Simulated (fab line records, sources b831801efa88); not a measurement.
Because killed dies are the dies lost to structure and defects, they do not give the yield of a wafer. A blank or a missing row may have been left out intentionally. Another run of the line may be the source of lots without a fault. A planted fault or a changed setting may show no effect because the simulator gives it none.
Problem report, 8D (eight disciplines) form, completed by code + flow sky130 + the parts of the form that need people (team, actions taken, sign-off) are left out

== 1. WHAT IS WRONG ==
SD_N_RS at SKY_SD_N_RS_MEAS_16 reads a mean of 71.03 ohm/sq on 1 wafer of 1 lot; wafers without a fault read 68.61 ohm/sq with a standard deviation of 0.1. Measured from the usual mean, that is +24 standard deviations.
The step: measures by four-point-probe.
Seen first at day 32 09:09 on film-metro-01, wafer L899.3. The record has a number at this step for 30 wafers belonging to 11 lots. Rule for "out", or "out of limits": more than 4 standard deviations from the usual mean. Any other wafer with a number is counted as sound.

== 2. WHAT IT IS AND WHAT IT IS NOT ==
| question                    | is                     | is not                                                                                       |
|-----------------------------|------------------------|----------------------------------------------------------------------------------------------|
| which readings at this step | SD_N_RS                | -                                                                                            |
| which lots                  | L899                   | L887, L888, L890, L892, L896, L903, L904, L907, L908, L909                                   |
| which wafers of those lots  | all that have a number | -                                                                                            |
| read on which gauges        | film-metro-01          | film-metro-03, film-metro-04                                                                 |
| when                        | from day 32 09:09      | up to then (14 sound wafers); but 15 sound wafers of L903, L904, L907, L908, L909 came after |

== 3. THE SUSPECTS, EACH WITH WHAT RULES IT OUT ==
Counting: a tool at any process step up to the reading remains a suspect when it ran all the lots that are out and ran no sound lot after the first of those.
- the gauge at SKY_SD_N_RS_MEAS_16 has been ruled out. All the wafers that are out were read on film-metro-01, but those of them that SKY_SD_N_IMPLANT_09 has rows for are out there too, on other tools.
- plasma-asher-04 at SKY_RES_PROTECT_STRIP_07 (strips in O2/N2): ruled out as a lasting fault. The sound lots L904, L909 went through it after L899, its earliest lot that is out (day 19 20:50).
- plasma-asher-04 at SKY_LDD_P_STRIP_10 (strips in O2/N2): ruled out as a lasting fault. The sound lots L904, L907 went through it after L899, its earliest lot that is out (day 23 23:28).
- implanter-03 at SKY_SD_N_IMPLANT_09: ruled out as a lasting fault. The sound lots L908 went through it after L899, its earliest lot that is out (day 32 08:28).
- plasma-asher-02 at SKY_SD_N_STRIP_11 (strips in O2/N2): ruled out as a lasting fault. The sound lots L904, L907 went through it after L899, its earliest lot that is out (day 32 08:46).
Left after counting: nothing in the record.

== 4. THE CAUSE (what the simulator had put in) ==
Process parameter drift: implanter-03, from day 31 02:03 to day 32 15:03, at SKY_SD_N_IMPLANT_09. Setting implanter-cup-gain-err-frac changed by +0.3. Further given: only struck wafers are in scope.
It was ruled out by counting, in error; the rule expects a fault to strike all lots run on its tool from its start on, and this fault did not.

== 5. THE EFFECT CHAIN, in route order ==
One row per reading whose mean, taken over the struck wafers that have a number, lies over 3 standard deviations from the usual. Scope: only readings with a usual standard deviation given in the record; hours: median across lots of the time from each lot's start at the first step in this table that gives one to its start at this step; sigmas: change in usual standard deviations.
| hours | step                | reading                  | usual        | on struck wafers | change | sigmas |
|-------|---------------------|--------------------------|--------------|------------------|--------|--------|
| 0     | SKY_SD_N_IMPLANT_09 | beam-on-s                | 18.2 s       | 14.3             | -3.9   | -3.5   |
| 0     | SKY_SD_N_IMPLANT_09 | faraday-current-uA       | 12067        | 15294            | +3227  | +4.5   |
| 0     | SKY_SD_N_STRIP_11   | strip-time-to-endpoint-s | 22.57 s      | 21.59            | -0.98  | -22    |
| 1     | SKY_SD_N_RS_MEAS_16 | SD_N_RS                  | 68.61 ohm/sq | 71.03            | +2.42  | +24    |
Process steps it contains:
- SKY_SD_N_IMPLANT_09
- SKY_SD_N_STRIP_11: strips in O2/N2.

== 6. HOW IT WOULD HAVE BEEN CAUGHT EARLIER ==
In this record the first reading out of limits at a measuring or inspecting step was taken at day 32 09:09, 31 hours after the fault began at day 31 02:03.
At SKY_SD_N_IMPLANT_09, the tool's own readings (faraday-current-uA) were out on each struck wafer the step has a row for, so an alarm limit on them would have fired on the first such wafer.
